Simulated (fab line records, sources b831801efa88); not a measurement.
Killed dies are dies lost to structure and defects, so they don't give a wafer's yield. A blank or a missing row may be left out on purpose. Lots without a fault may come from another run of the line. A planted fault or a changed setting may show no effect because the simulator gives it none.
A struck lot beside a sound one | flow sky130 | 16 steps out of a route of 708
Sound: wafers L755.1, L755.4, L755.6. Struck: wafers L769.1, L769.3, L769.5. The cause comes at the end.
At each step with rows: each side's tool, then ch and its chambers, then its first start. Under that, the readings that differ: sound wafers | struck wafers | difference of the means | sigmas: that difference in standard deviations of wafers without a fault.
alike: readings whose means differ by less than 2 such deviations, and words and numbers that are the same on both sides. not compared: withheld readings, readings that some wafer has no value for, bounds like >300 that may hide the same value, and numbers for which the record gives no deviation and whose values overlap.
The two part at a step that has a row with sigmas, a row that says differs or no value, or rows on one side only. Numbers that don't overlap but have no deviation are shown without sigmas and don't part them. A reading that every wafer of one side lacks parts them only if that side has two wafers or more.

first, 1 step without rows for these wafers: SKY_VT_ADJUST_NCORE_IMPLANT_09.
SKY_VT_ADJUST_NCORE_STRIP_10: strips in O2/N2.
  sound on plasma_asher-03 ch 0,1, day 9 17:29; struck on plasma_asher-04 ch 0,1, day 13 13:21
  alike: drypump_motor_current_A, oes_product_au, strip_time_to_endpoint_s
  not compared: rf_hours_counter_h
SKY_VT_ADJUST_NCORE_TW_MEAS_11:
  sound on film_metro-03, day 9 17:35; struck on film_metro-03, day 13 13:27
  alike: VT_ADJUST_NCORE_TW
then, 7 steps without rows for these wafers: SKY_VT_ADJUST_HVTR_DEHYDRATE_00 (time 60 s); SKY_VT_ADJUST_HVTR_HMDS_01 (prime time 60 s); SKY_VT_ADJUST_HVTR_COAT_02 (resist thk 1151 nm); SKY_VT_ADJUST_HVTR_SOFTBAKE_03 (time 60 s); SKY_VT_ADJUST_HVTR_EXPOSE_04 (exposes mask HVTRM, target cd 380 nm); SKY_VT_ADJUST_HVTR_PEB_05; SKY_VT_ADJUST_HVTR_DEVELOP_06 (develop time 60 s).
SKY_VT_ADJUST_HVTR_CD_MEAS_07: target cd 380 nm.
  sound on cd_sem-02, day 10 15:29; struck on cd_sem-01, day 14 15:38
  alike: cd_nm
SKY_VT_ADJUST_HVTR_OVL_MEAS_08:
  sound on overlay-02, day 10 15:36; struck on overlay-02, day 14 15:45
  alike: VT_ADJUST_HVTR_OVL
SKY_VT_ADJUST_HVTR_IMPLANT_09:
  sound on implanter-04 ch 0, day 10 15:38; struck on implanter-04 ch 0, day 14 15:47
  reading            | sound                            | struck                           | difference  | sigmas
  dose_ions_cm2      | 2.0983e+12 2.0994e+12 2.1023e+12 | 1.4443e+12 1.4446e+12 1.4446e+12 | -6.5550e+11 | -99 or more
  faraday_current_uA | 11.71 11.48 11.99                | 7.90 8.36 8.14                   | -3.59       | -15
  alike: beam_on_s, end_station_pressure_torr
SKY_VT_ADJUST_HVTR_STRIP_10: strips in O2/N2.
  sound on plasma_asher-02 ch 0,1, day 10 15:47; struck on plasma_asher-02 ch 0,1, day 14 15:56
  alike: drypump_motor_current_A, oes_product_au, strip_time_to_endpoint_s
  not compared: rf_hours_counter_h
SKY_VT_ADJUST_HVTR_TW_MEAS_11:
  sound on film_metro-01, day 10 15:53; struck on film_metro-04, day 14 16:16
  reading           | sound       | struck      | difference | sigmas
  VT_ADJUST_HVTR_TW | 208 208 208 | 193 193 193 | -15        | -5
  not compared: hold
-- the record jumps here: 36 days lie between the struck wafers' starts before and after (it left off in module VT_ADJUST_HVTR and takes up again in module PAD_OPEN, whose first step shown is number 708 of the route) --
SKY_PAD_OPEN_PROBE_99:
  sound on prober-01, day 47 09:07; struck on prober-01, day 50 08:09
  reading                                  | sound                   | struck                  | difference | sigmas
  model.etest.pfet_01v8_mvt.drive_ua_um    | 154.9 152.1 152.1       | 136.1 140 133.5         | -16.5      |
  model.etest.pfet_01v8_mvt.off_log10_a_um | -10.45 -10.64 -10.66    | -12.3 -12.32 -12.29     | -1.7       |
  model.etest.pfet_01v8_mvt.vt_sat_v (V)   | -0.5517 -0.5715 -0.5635 | -0.6922 -0.6915 -0.6984 | -0.1318    |
  model.etest.pfet_01v8_mvt.vt_v (V)       | -0.642 -0.6555 -0.6494  | -0.7571 -0.7602 -0.7616 | -0.1107    |
  model.etest.pfet_01v8_mvt.vt_long_v (V)  | -0.8519 -0.8599 -0.8542 | -0.9569 -0.9597 -0.9623 | -0.1043    |
  alike: killed_at_M0_to_M3, killed_at_M4_up, killed_at_contacts, killed_at_front_end, killed_at_other, killed_dies, killed_open, killed_short

WHERE THEY PART
First at SKY_VT_ADJUST_HVTR_IMPLANT_09; last, within this record, at SKY_VT_ADJUST_HVTR_TW_MEAS_11. Later steps at which nothing parts them and some readings are alike: SKY_PAD_OPEN_PROBE_99.

WHY: what the simulator had put in
Process parameter drift: implanter-04, from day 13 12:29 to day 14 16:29, at SKY_VT_ADJUST_HVTR_IMPLANT_09. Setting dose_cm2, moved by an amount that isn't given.
